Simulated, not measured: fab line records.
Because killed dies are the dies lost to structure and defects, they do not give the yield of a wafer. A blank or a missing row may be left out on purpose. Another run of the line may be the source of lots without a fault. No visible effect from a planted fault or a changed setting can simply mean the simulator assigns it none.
Matching of chambers    flow gf180mcu    GF_V4_CMP_04 on cmp-02: 4 sister chambers
The step polishes SiO2. 4 wafers are shown with their chamber, then 11 later ones without.

## EACH WAFER AND ITS CHAMBER
wafer   chamber  motor_current_A (A)
L083.5  3        13.4
L085.1  2        12.7
L085.2  1        14.4
L086.2  0        12.3

## WAFERS WITHOUT THEIR CHAMBER
wafer   motor_current_A (A)
L086.4  12.4
L086.5  13.7
L091.1  11.7
L091.5  13.8
L091.6  13.7
L094.2  13.4
L094.3  12.6
L094.4  12.8
L096.3  13.8
L096.4  14.0
L096.6  14.4

## WHICH CHAMBER EACH ONE RAN IN
wafer   from the rows above           in truth
L086.4  can't be placed: 0 or 2       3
L086.5  can't be placed: 3 or 1       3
L091.1  can't be placed: 0 or 2       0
L091.5  can't be placed: 3 or 1       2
L091.6  can't be placed: 3 or 1       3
L094.2  3                             3
L094.3  can't be placed: 2 or 0       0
L094.4  can't be placed: 2 or 0 or 3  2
L096.3  can't be placed: 3 or 1       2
L096.4  can't be placed: 1 or 3       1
L096.6  1                             1
Correct placement for 2 of the 11. Unplaceable from these rows: 9, with the true chamber sitting among the candidates in 6. Wrongly placed: 0.
How it was worked out, from the rows above alone: a wafer's distance from a chamber is the root of the sum, over the readings, of the square of ((its reading less the chamber's mean) divided by the reading's scatter). If the next closest chamber is less than 2 further off than the closest, the wafer can't be placed; otherwise it belongs to the closest. Each chamber's mean is taken over the wafers shown for it. The scatter: root of mean squared gap, hidden wafer to nearest shown wafer, with one shown wafer a chamber.
